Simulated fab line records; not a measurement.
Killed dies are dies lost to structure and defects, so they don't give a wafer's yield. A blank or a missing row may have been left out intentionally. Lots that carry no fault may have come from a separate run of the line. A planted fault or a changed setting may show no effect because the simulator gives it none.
Comparing a struck lot with a sound one ; flow sfq-line ; 31 out of 325 route steps
Sound: these wafers, L935.1, L935.4, L935.6. Struck: wafers L939.1, L939.2, L939.5. The cause is given at the end.
For every step that has rows: the tool of each side, followed by ch and its chambers, followed by its first start. Under that, the readings that differ: sound wafers ; struck wafers ; difference of the means ; sigmas: that difference in standard deviations of wafers without a fault.
alike: same words and numbers on both sides, and readings whose means sit less than 2 such deviations apart. not compared: any withheld reading, any reading some wafer has no value for, any bound like >300 that may hide the same value, and any number with overlapping values for which the record gives no deviation.
A row with sigmas, a row that says differs or no value, or rows on one side alone: a step with any of these is where the two part. Non-overlapping numbers with no deviation appear without sigmas and do not part them. Lack of a reading on every wafer of one side parts them only where that side has two or more wafers.

SFQ_INCOMING_BOW_MEAS_900:
  struck on film-metro-04, day 4 18:06; sound on film-metro-03, day 3 22:00
  alike: INCOMING_BOW
then, 1 step without rows for these wafers: SFQ_TRILAYER_INCOMING_OXIDATION_002 (target thk 500 nm, ox time 4939 s).
SFQ_TRILAYER_L0_DEP_SPUTTER_003: material MoNx KI, target thk 40 nm, time 100 s.
  struck on pvd-sputter-06, day 4 20:35; sound on pvd-sputter-06, day 4 00:29
reading;sound;struck;difference;sigmas
model.MoNx_KI_of_TRILAYER_L0_DEP_SPUTTER_003.thk-nm (nm);40.09 40.02 39.84;51.47 51.24 51.31;+11.36;
  alike: base-pressure-pa, throttle-valve-pct
SFQ_L0_RS_MEAS_901: measurement is done with a four-point probe.
  struck on film-metro-03, day 4 20:57; sound on film-metro-02, day 4 00:37
reading;sound;struck;difference;sigmas
L0_MONX_KI_RS (ohm/sq);43.3 43.4 43.6;33.8 34.0 33.9;-9.5;-24
  not compared: hold
SFQ_L0_THK_MEAS_902: measures by xrf.
  struck on film-metro-01, day 5 04:05; sound on film-metro-02, day 4 00:44
reading;sound;struck;difference;sigmas
L0_MONX_KI_THK (nm);39.8 39.6 39.5;50.9 50.7 50.8;+11.2;+29
  not compared: hold
then, 5 steps without rows for these wafers: SFQ_TRILAYER_L0_LITHO_COAT_005 (resist thk 600 nm); SFQ_TRILAYER_L0_LITHO_SOFTBAKE_009; SFQ_TRILAYER_L0_LITHO_EXPOSE_006 (exposes mask L0, target cd 2000 nm); SFQ_TRILAYER_L0_LITHO_PEB_008 (peb time 60 s); SFQ_TRILAYER_L0_LITHO_DEVELOP_007 (time 60 s).
SFQ_TRILAYER_L0_BARC_OPEN_METAL_ETCH_010: etches BARC in O2, target depth 125 nm, time 41.7 s.
  sound on rie-metal-01 ch 0,1, day 5 03:17; struck on rie-metal-03 ch 0,1, day 5 23:41
  alike: drypump-motor-current-A, oes-product-au, rf-fwd-power-W
  not compared: rf-hours-counter-h
SFQ_TRILAYER_L0_ETCH_METAL_ETCH_008: etches MoNx KI in SF6/O2, stops on SiO2, target depth 50 nm, time 25 s.
  sound on rie-metal-01 ch 0,1, day 5 03:21; struck on rie-metal-03 ch 0,1, day 5 23:45
reading;sound;struck;difference;sigmas
oes-product-au (a.u.);0.871 0.873 0.879;1.001 1.002 1.007;+0.129;+21
  alike: drypump-motor-current-A, rf-fwd-power-W
  not compared: rf-hours-counter-h
SFQ_TRILAYER_L0_STRIP_STRIP_009: strips in O2.
  sound on rie-metal-01 ch 0,1, day 5 03:24; struck on rie-metal-03 ch 0,1, day 5 23:48
  alike: drypump-motor-current-A, oes-product-au
  not compared: rf-hours-counter-h
then, 8 steps without rows for these wafers: SFQ_TRILAYER_L0_STRIP_SOLV_CLEAN_010 (cleans in NMP, time 600 s); SFQ_TRILAYER_L0_CAP_PECVD_011 (deposits SiO2 from SiH4/N2O, time 13.333 s, target thk 60 nm); SFQ_TRILAYER_L0_VIA_LITHO_COAT_018 (resist thk 62 nm); SFQ_TRILAYER_L0_VIA_LITHO_COAT_013 (resist thk 650 nm); SFQ_TRILAYER_L0_VIA_LITHO_SOFTBAKE_017; SFQ_TRILAYER_L0_VIA_LITHO_EXPOSE_014 (exposes mask L0V, target cd 700 nm); SFQ_TRILAYER_L0_VIA_LITHO_PEB_016 (peb time 60 s); SFQ_TRILAYER_L0_VIA_LITHO_DEVELOP_015 (time 60 s).
-- the record jumps here: 3 days lie between the struck wafers' starts before and after --
SFQ_L0V_OVL_MEAS_903:
  struck on overlay-01, day 9 06:55; sound on overlay-02, day 8 11:43
  alike: L0V_OVL
then, 1 step without rows for these wafers: SFQ_TRILAYER_L0_VIA_BARC_OPEN_VIA_ETCH_021 (etches BARC in O2, target depth 125 nm, time 41.7 s).
SFQ_TRILAYER_L0_VIA_ETCH_VIA_ETCH_016: etches SiO2 in CHF3, stops on MoNx KI, target depth 80 nm.
  sound on rie-diel-03 ch 0,1,2, day 8 11:47; struck on rie-diel-01 ch 1,3, day 9 06:59
  alike: drypump-motor-current-A, oes-product-au, rf-fwd-power-W
SFQ_TRILAYER_L0_VIA_STRIP_STRIP_017: strips in O2.
  sound on rie-metal-03 ch 1, day 8 11:50; struck on rie-metal-02 ch 0,1, day 9 07:02
  alike: drypump-motor-current-A, oes-product-au
  not compared: rf-hours-counter-h
then, 2 steps without rows for these wafers: SFQ_TRILAYER_L0_VIA_STRIP_SOLV_CLEAN_018 (cleans in NMP, time 600 s); SFQ_TRILAYER_M0_DEP_PRE_CLEAN_020 (time 15 s).
SFQ_TRILAYER_M0_DEP_SPUTTER_019: material Nb, target thk 200 nm, time 133.3 s.
  struck on pvd-sputter-03, day 9 07:50; sound on pvd-sputter-04, day 8 12:38
  alike: base-pressure-pa, throttle-valve-pct
SFQ_M0_RS_MEAS_904: measurement is done with a four-point probe.
  struck on film-metro-04, day 9 07:55; sound on film-metro-04, day 8 12:43
  alike: M0_NB_RS
then, 1 step without rows for these wafers: SFQ_TRILAYER_M0_LITHO_COAT_026 (resist thk 62 nm).
-- the record jumps here: 73 days lie between the struck wafers' starts before and after --
SFQ_M8_BOW_MEAS_951:
  struck on film-metro-01, day 82 11:35; sound on film-metro-01, day 82 00:31
reading;sound;struck;difference;sigmas
model.etest.l0.ohm-sq;43.42 43.49 43.69;33.82 33.97 33.92;-9.63;
model.etest.l0v.link-ohm;44.34 44.43 44.62;34.74 34.91 34.85;-9.63;
model.etest.l0.ohm-um;21.71 21.75 21.84;16.9 16.98 16.95;-4.8;
  alike: M8_BOW

## WHERE THEY PART
Last at SFQ_TRILAYER_L0_ETCH_METAL_ETCH_008 as far as this record goes, first at SFQ_L0_RS_MEAS_901. Later steps at which nothing parts them and some readings are alike: SFQ_TRILAYER_L0_STRIP_STRIP_009, SFQ_L0V_OVL_MEAS_903, SFQ_TRILAYER_L0_VIA_ETCH_VIA_ETCH_016, SFQ_TRILAYER_L0_VIA_STRIP_STRIP_017, SFQ_TRILAYER_M0_DEP_SPUTTER_019, SFQ_M0_RS_MEAS_904, SFQ_M8_BOW_MEAS_951.

WHY: the cause the simulator had injected
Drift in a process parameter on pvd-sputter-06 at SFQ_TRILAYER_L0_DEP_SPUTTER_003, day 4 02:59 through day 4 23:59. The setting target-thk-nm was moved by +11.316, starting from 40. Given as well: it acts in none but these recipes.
